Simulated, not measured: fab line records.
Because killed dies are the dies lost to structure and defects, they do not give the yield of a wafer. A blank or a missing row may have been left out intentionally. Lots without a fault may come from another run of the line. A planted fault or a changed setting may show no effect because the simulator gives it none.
Which tool did it?    flow sky130    Sampling: 24 lots, 72 wafers, 5 of 708 route steps

== WHAT THE GAUGES READ, wafer by wafer ==
SKY_SONOS_TUNNEL_CD_MEAS_07: the cd target is 410 nm.
lot   measured      on         cd-nm (nm)
L074  day 11 09:45  cd-sem-01  409.9 410.6 409.5
L075  day 11 18:21  cd-sem-02  411.6 408.9 409.3
L076  day 12 03:31  cd-sem-02  409.0 412.5 411.6
L077  day 12 15:40  cd-sem-01  410.6 412.4 411.1
L079  day 13 00:36  cd-sem-02  408.2 409.4 412.2
L078  day 13 01:33  cd-sem-01  415.0 413.0 413.4
L080  day 13 07:50  cd-sem-02  413.0 412.1 412.0
L081  day 13 16:02  cd-sem-01  410.5 411.7 409.5
L082  day 14 06:30  cd-sem-02  413.3 412.0 413.6
L083  day 14 14:30  cd-sem-01  410.6 411.2 409.7
L084  day 14 22:27  cd-sem-01  410.8 409.1 409.8
L085  day 15 08:14  cd-sem-01  409.0 409.5 407.7
L086  day 15 11:33  cd-sem-01  409.0 405.8 409.6
L087  day 15 14:17  cd-sem-01  411.4 409.3 409.0
L088  day 16 01:43  cd-sem-02  407.6 407.7 408.8
L089  day 16 09:46  cd-sem-02  406.3 409.0 408.4
L090  day 16 18:54  cd-sem-01  408.8 407.4 407.5
L091  day 16 21:48  cd-sem-01  405.5 404.8 407.8
L092  day 17 08:02  cd-sem-01  412.6 413.6 412.9
L093  day 18 00:21  cd-sem-01  412.7 410.1 412.3
L094  day 18 01:33  cd-sem-01  407.8 406.4 404.3
L095  day 18 12:06  cd-sem-02  410.0 409.2 410.2
L096  day 18 15:27  cd-sem-02  411.7 411.8 410.7
L097  day 18 20:28  cd-sem-02  410.7 412.1 409.5

SKY_CONTACT_BOW_MEAS_05.
lot   measured      on             CONTACT_BOW (um)
L074  day 30 16:20  film-metro-03  78 82 84
L075  day 31 02:08  film-metro-01  82 76 75
L076  day 31 14:31  film-metro-01  85 90 81
L077  day 32 05:33  film-metro-01  92 85 87
L079  day 32 08:05  film-metro-03  83 72 91
L078  day 32 14:55  film-metro-01  73 74 80
L080  day 32 21:25  film-metro-01  82 68 72
L081  day 33 08:11  film-metro-02  78 82 88
L082  day 33 15:23  film-metro-01  84 73 74
L083  day 34 06:50  film-metro-03  87 83 78
L084  day 34 14:17  film-metro-01  86 87 83
L085  day 34 19:39  film-metro-02  77 82 78
L086  day 34 21:44  film-metro-01  78 82 70
L087  day 35 04:05  film-metro-02  84 78 96
L088  day 35 21:16  film-metro-02  78 77 81
L089  day 36 02:53  film-metro-03  73 81 78
L090  day 36 06:02  film-metro-02  86 84 86
L091  day 36 08:56  film-metro-01  71 94 85
L092  day 36 16:22  film-metro-02  81 79 80
L093  day 37 05:25  film-metro-01  88 87 81
L094  day 37 02:08  film-metro-03  79 83 80
L095  day 37 15:32  film-metro-01  83 93 77
L096  day 37 18:50  film-metro-03  91 75 77
L097  day 37 20:07  film-metro-02  73 72 77

SKY_VIA2_THK_MEAS_23: measures by xrf.
lot   measured      on             VIA2_W_THK (nm)
L074  day 36 18:41  film-metro-03  414 407 413
L075  day 37 03:19  film-metro-03  416 413 416
L076  day 37 13:02  film-metro-03  430 427 420
L077  day 38 02:44  film-metro-01  403 402 404
L079  day 38 04:58  film-metro-01  400 412 409
L078  day 38 11:44  film-metro-03  416 414 416
L080  day 38 17:34  film-metro-02  403 416 420
L081  day 39 05:54  film-metro-01  400 408 414
L082  day 39 09:36  film-metro-02  403 414 411
L083  day 40 01:13  film-metro-02  418 411 421
L084  day 40 06:55  film-metro-03  428 414 425
L085  day 40 11:44  film-metro-02  427 419 430
L086  day 40 12:50  film-metro-02  416 404 416
L087  day 40 20:00  film-metro-02  416 411 408
L088  day 41 10:23  film-metro-03  420 414 406
L089  day 41 16:13  film-metro-02  406 401 417
L090  day 41 19:17  film-metro-03  430 425 423
L091  day 41 22:54  film-metro-03  415 422 421
L092  day 42 05:20  film-metro-01  408 423 419
L093  day 42 14:44  film-metro-01  408 403 418
L094  day 42 13:13  film-metro-03  423 431 424
L095  day 43 02:35  film-metro-03  423 424 428
L096  day 43 07:07  film-metro-01  423 425 416
L097  day 43 07:25  film-metro-02  419 416 413

== EACH LOT AND THE TOOL THAT RAN IT (in order: tool; ch and the chambers of the sampled wafers; start) ==
lot   SKY_VIA1_ETCH_15                    SKY_VIA2_CMP_02
L074  rie-diel-01 ch 1,2,3, day 34 08:36  cmp-01 ch 0,1,2, day 35 14:54
L075  rie-diel-03 ch 1,2,3, day 34 18:05  cmp-01 ch 1,2,3, day 35 23:19
L076  rie-diel-01 ch 1,2, day 35 04:35    cmp-02 ch 2,3, day 36 09:40
L077  rie-diel-01 ch 0,3, day 35 18:45    cmp-01 ch 0,1,2, day 36 23:46
L079  rie-diel-03 ch 1,3, day 35 21:20    cmp-02 ch 2,3, day 37 02:10
L078  rie-diel-01 ch 0,1,3, day 36 03:06  cmp-02 ch 0,2,3, day 37 08:00
L080  rie-diel-02 ch 0,1,3, day 36 09:42  cmp-02 ch 2,3, day 37 14:51
L081  rie-diel-03 ch 0,1, day 36 22:08    cmp-02 ch 0,3, day 38 02:11
L082  rie-diel-01 ch 0,2,3, day 37 03:14  cmp-01 ch 0,2,3, day 38 05:50
L083  rie-diel-01 ch 0,1,3, day 37 17:15  cmp-02 ch 0,1,2, day 38 22:46
L084  rie-diel-03 ch 0,1,3, day 38 00:29  cmp-02 ch 0,1,2, day 39 05:08
L085  rie-diel-02 ch 0,1,3, day 38 04:30  cmp-01 ch 0,1,3, day 39 09:00
L086  rie-diel-01 ch 0,1,3, day 38 05:56  cmp-02 ch 0,3, day 39 10:47
L087  rie-diel-03 ch 0,3, day 38 13:35    cmp-01 ch 2,3, day 39 17:51
L088  rie-diel-03 ch 1,2,3, day 39 05:24  cmp-01 ch 0,1,2, day 40 09:10
L089  rie-diel-03 ch 2,3, day 39 10:33    cmp-02 ch 0,1, day 40 14:19
L090  rie-diel-01 ch 0,1,2, day 39 14:38  cmp-02 ch 0,1,2, day 40 18:04
L091  rie-diel-01 ch 1,2,3, day 39 17:03  cmp-02 ch 0,1,2, day 40 20:34
L092  rie-diel-01 ch 0,1,2, day 40 00:02  cmp-01 ch 0,1,3, day 41 03:33
L093  rie-diel-01 ch 0,2, day 40 10:54    cmp-02 ch 1,2, day 41 13:25
L094  rie-diel-01 ch 0,3, day 40 08:29    cmp-02 ch 0,1, day 41 12:05
L095  rie-diel-01 ch 2,3, day 40 22:23    cmp-01 ch 0,1,3, day 42 01:56
L096  rie-diel-01 ch 0,1,2, day 41 01:47  cmp-01 ch 0,2,3, day 42 05:45
L097  rie-diel-03 ch 1,2,3, day 41 03:57  cmp-02 ch 1,2,3, day 42 06:49
- SKY_VIA1_ETCH_15: etches SiO2 in C4F8/O2/Ar, stops on TiN, target depth 351 nm, time 54 s.
- SKY_VIA2_CMP_02: polishes SiO2.

== WHAT THE TOOLS THEMSELVES READ (means of the sampled wafers that have a number; where no wafer has one, the mark that the record gives instead) ==
SKY_VIA1_ETCH_15.
lot   tool         oes-product-au (a.u.)
L074  rie-diel-01  0.980
L075  rie-diel-03  0.980
L076  rie-diel-01  0.980
L077  rie-diel-01  0.976
L079  rie-diel-03  0.980
L078  rie-diel-01  0.979
L080  rie-diel-02  0.986
L081  rie-diel-03  0.976
L082  rie-diel-01  0.972
L083  rie-diel-01  0.983
L084  rie-diel-03  0.985
L085  rie-diel-02  0.980
L086  rie-diel-01  0.983
L087  rie-diel-03  0.981
L088  rie-diel-03  0.981
L089  rie-diel-03  0.984
L090  rie-diel-01  0.978
L091  rie-diel-01  0.982
L092  rie-diel-01  0.981
L093  rie-diel-01  0.976
L094  rie-diel-01  0.984
L095  rie-diel-01  0.978
L096  rie-diel-01  0.979
L097  rie-diel-03  0.982

SKY_VIA2_CMP_02.
lot   tool    motor-current-A (A)
L074  cmp-01  12.4
L075  cmp-01  11.4
L076  cmp-02  14.3
L077  cmp-01  12.9
L079  cmp-02  14.4
L078  cmp-02  13.6
L080  cmp-02  14.4
L081  cmp-02  13.0
L082  cmp-01  11.6
L083  cmp-02  12.7
L084  cmp-02  12.3
L085  cmp-01  11.4
L086  cmp-02  13.1
L087  cmp-01  12.1
L088  cmp-01  12.2
L089  cmp-02  10.7
L090  cmp-02  12.5
L091  cmp-02  12.6
L092  cmp-01  11.3
L093  cmp-02  12.1
L094  cmp-02  11.5
L095  cmp-01  11.0
L096  cmp-01  12.0
L097  cmp-02  13.2

== THE ANSWER, worked out from the rows above alone ==
Rule: usual is defined by the lots themselves. The widest of any qualifying gaps counts: lots, ordered by their means at a reading, are off when they make up no more than a third of the lots, leave a main group of 4 or more, and stand apart from it by 3 or more times the standard deviation of that group's means. If all means in a main group match to the digits the tables above print for the reading, that group is not used. Also off: a lot with no number at a reading for which 4 or more lots have one. Where the step has rows for the other lots, those lots are counted as sound. First the gauges in route order, then the tools' own readings, where a lot's mean is used as printed above. At the first step where some lot is off, the reading lying furthest off is the one used; lots without a number count as furthest.
Across all readings shown, no lot is off: no conclusion can be drawn from this.

== WHAT THE SIMULATOR HAD PUT IN ==
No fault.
